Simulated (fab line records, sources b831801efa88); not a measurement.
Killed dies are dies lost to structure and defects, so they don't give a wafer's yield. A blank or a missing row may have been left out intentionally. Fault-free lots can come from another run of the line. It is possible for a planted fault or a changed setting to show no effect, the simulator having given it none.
The tool behind it: which one? ; flow sky130 ; 13 lots, 39 wafers sampled, at 6 steps of a route of 708

== WHAT THE GAUGES SHOWED, per wafer ==
SKY_POLY_CUT_OVL_MEAS_09. Usual: POLY_CUT_OVL typically reads 2 nm, with standard deviation 5.
lot;measured;on;POLY_CUT_OVL (nm);flag
L732;day 25 00:47;overlay-01;-5 2 3;
L733;day 25 14:17;overlay-01;6 5 3;
L734;day 25 15:38;overlay-01;12 6 4;
L736;day 26 09:39;overlay-01;4 2 4;
L737;day 26 15:44;overlay-01;-3 -7 -2;
L738;day 26 22:11;overlay-02;11 12 17;
L744;day 29 05:14;overlay-02;0 8 1;
L746;day 29 22:48;overlay-01;10 4 3;
L745;day 29 22:59;overlay-02;-1 5 2;
L748;day 31 04:50;overlay-01;-1 -8 -4;
L750;day 31 07:05;overlay-01;-1 -6 2;
L752;day 31 11:35;overlay-01;-4 -3 5;
L753;day 31 17:49;overlay-02;8 0 4;

SKY_SD_P_TW_MEAS_11. Usual: SD_P_TW typically reads 2827, with standard deviation 23.
lot;measured;on;SD_P_TW;flag
L732;day 26 07:11;filmMetro-01;2847 2832 2865;
L733;day 26 19:01;filmMetro-01;2837 2843 2842;
L734;day 26 20:23;filmMetro-01;2850 2851 2852;
L736;day 27 13:09;filmMetro-03;2787 2779 2783;
L737;day 27 19:50;filmMetro-03;2786 2813 2788;
L738;day 28 00:56;filmMetro-03;2810 2806 2811;
L744;day 30 09:26;filmMetro-01;2834 2845 2842;
L746;day 31 02:56;filmMetro-01;2837 2846 2844;
L745;day 31 03:44;filmMetro-02;2823 2810 2808;
L748;day 32 09:35;filmMetro-02;2833 2856 2833;
L750;day 32 11:09;filmMetro-02;2833 2839 2823;
L752;day 32 14:40;filmMetro-01;2858 2844 2853;
L753;day 32 21:50;filmMetro-01;2836 2850 2848;

SKY_SD_N_CD_MEAS_07: target cd 380 nm. Usual: 380.0 nm for cdNm, sd 2.6.
lot;measured;on;cdNm (nm);flag
L732;day 28 14:29;cdSem-01;380.4 379.2 378.9;
L733;day 29 01:23;cdSem-02;380.3 379.9 378.3;
L734;day 29 03:08;cdSem-02;379.0 381.1 379.0;
L736;day 29 20:46;cdSem-01;382.5 379.8 382.4;
L737;day 30 03:05;cdSem-01;381.6 380.2 384.2;
L738;day 30 07:56;cdSem-01;383.1 384.2 383.3;
L744;day 32 16:21;cdSem-02;373.3 374.1 373.4;
L746;day 33 08:38;cdSem-02;378.2 376.4 377.4;
L745;day 33 09:42;cdSem-02;377.2 378.0 375.8;
L748;day 34 14:56;cdSem-01;377.9 379.6 377.5;
L750;day 34 15:40;cdSem-01;381.1 380.7 380.5;
L752;day 34 17:35;cdSem-02;380.1 380.7 380.7;
L753;day 35 02:16;cdSem-02;380.5 378.0 380.2;

SKY_SD_N_RS_MEAS_16: uses a four-point probe to measure. Usual: SD_N_RS typically reads 68.67 ohm/sq, with standard deviation 0.13.
lot;measured;on;SD_N_RS (ohm/sq);flag
L732;day 28 15:20;filmMetro-03;68.68 68.58 68.66;
L733;day 29 02:13;filmMetro-02;68.57 68.55 68.58;
L734;day 29 03:58;filmMetro-01;68.74 68.72 68.60;
L736;day 29 21:39;filmMetro-01;67.32 67.22 67.31;OFF
L737;day 30 03:55;filmMetro-01;68.41 68.51 68.58;
L738;day 30 08:46;filmMetro-03;67.36 67.27 67.40;OFF
L744;day 32 17:11;filmMetro-03;68.73 68.69 68.73;
L746;day 33 09:28;filmMetro-01;68.79 68.64 68.64;
L745;day 33 10:32;filmMetro-03;68.85 68.71 68.82;
L748;day 34 15:46;filmMetro-03;68.76 68.69 68.63;
L750;day 34 16:31;filmMetro-02;68.56 68.60 68.72;
L752;day 34 18:25;filmMetro-01;68.67 68.67 68.82;
L753;day 35 03:07;filmMetro-03;68.84 68.84 68.76;

SKY_SD_N_RS_MEAS_17: uses a four-point probe to measure. Usual: SD_P_RS typically reads 147.4 ohm/sq, with standard deviation 0.38.
lot;measured;on;SD_P_RS (ohm/sq);flag
L732;day 28 15:27;filmMetro-03;147.5 147.4 147.2;
L733;day 29 02:20;filmMetro-02;147.0 147.1 147.5;
L734;day 29 04:05;filmMetro-01;147.7 147.4 147.6;
L736;day 29 21:46;filmMetro-01;140.3 140.1 140.4;OFF
L737;day 30 04:02;filmMetro-01;147.3 146.7 146.9;
L738;day 30 08:53;filmMetro-03;140.3 140.0 140.4;OFF
L744;day 32 17:19;filmMetro-03;147.0 147.1 147.1;
L746;day 33 09:35;filmMetro-01;147.7 147.3 147.6;
L745;day 33 10:40;filmMetro-03;147.7 147.4 147.6;
L748;day 34 15:53;filmMetro-03;147.1 147.6 147.2;
L750;day 34 16:38;filmMetro-02;148.1 147.5 148.1;
L752;day 34 18:32;filmMetro-01;147.7 147.7 148.1;
L753;day 35 03:14;filmMetro-03;147.5 147.6 147.7;

== TOOL THAT RAN EACH LOT (tool first, then ch and the chambers of the sampled wafers, then the start) ==
lot;SKY_SD_N_RTA_14
L732;rtpAnneal-02 ch 0, day 28 15:08
L733;rtpAnneal-01 ch 0, day 29 02:02
L734;rtpAnneal-02 ch 0, day 29 03:47
L736;rtpAnneal-02 ch 0, day 29 21:25
L737;rtpAnneal-01 ch 0, day 30 03:45
L738;rtpAnneal-02 ch 0, day 30 08:35
L744;rtpAnneal-02 ch 0, day 32 17:00
L746;rtpAnneal-02 ch 0, day 33 09:18
L745;rtpAnneal-01 ch 0, day 33 10:21
L748;rtpAnneal-02 ch 0, day 34 15:36
L750;rtpAnneal-02 ch 0, day 34 16:19
L752;rtpAnneal-02 ch 0, day 34 18:15
L753;rtpAnneal-01 ch 0, day 35 02:55
- SKY_SD_N_RTA_14: time 2 s.

== WHAT THE TOOLS THEMSELVES READ (means of the sampled wafers that have a number; where no wafer has one, the mark that the record gives instead) ==
SKY_SD_N_RTA_14. Usual: lampPowerPct 15.74 %, standard deviation 0.051; wafer_temp_C_max 1078.1, standard deviation 1.3.
lot;tool;lampPowerPct (%);wafer_temp_C_max;flag
L732;rtpAnneal-02;15.76;1077.6;
L733;rtpAnneal-01;15.74;1078.3;
L734;rtpAnneal-02;15.74;1078.1;
L736;rtpAnneal-02;15.83;1084.7;OFF
L737;rtpAnneal-01;15.71;1078.0;
L738;rtpAnneal-02;15.82;1086.3;OFF
L744;rtpAnneal-02;15.76;1077.6;
L746;rtpAnneal-02;15.76;1078.5;
L745;rtpAnneal-01;15.77;1078.4;
L748;rtpAnneal-02;15.78;1077.8;
L750;rtpAnneal-02;15.68;1078.6;
L752;rtpAnneal-02;15.77;1078.2;
L753;rtpAnneal-01;15.74;1077.9;

== THE ANSWER, worked out from the rows above alone ==
Rule: a lot is off if the mean of its wafers that have a number lies more than 3 standard deviations from the usual mean. Also off: a lot with no number at a reading for which 4 or more lots have one. Any other lot the step has rows for is counted as sound. The gauges are gone through in route order, then the tools' own readings, and for those a lot's mean is taken as printed above. The first step at which some lot is off is used, and at that step the reading that is off furthest; a lot without a number counts as furthest.
Off: at SKY_SD_N_RS_MEAS_16 (SD_N_RS), L736, L738.
A tool fits if, at a process step before that reading, it ran every lot that is off, and no sound lot after the first of them. The gauges at SKY_SD_N_RS_MEAS_16 aren't tried: what is off there is off at SKY_SD_N_RTA_14 too, on other tools, and a gauge's error can't cause that. None of those tried fits.

== WHAT THE SIMULATOR HAD INSERTED ==
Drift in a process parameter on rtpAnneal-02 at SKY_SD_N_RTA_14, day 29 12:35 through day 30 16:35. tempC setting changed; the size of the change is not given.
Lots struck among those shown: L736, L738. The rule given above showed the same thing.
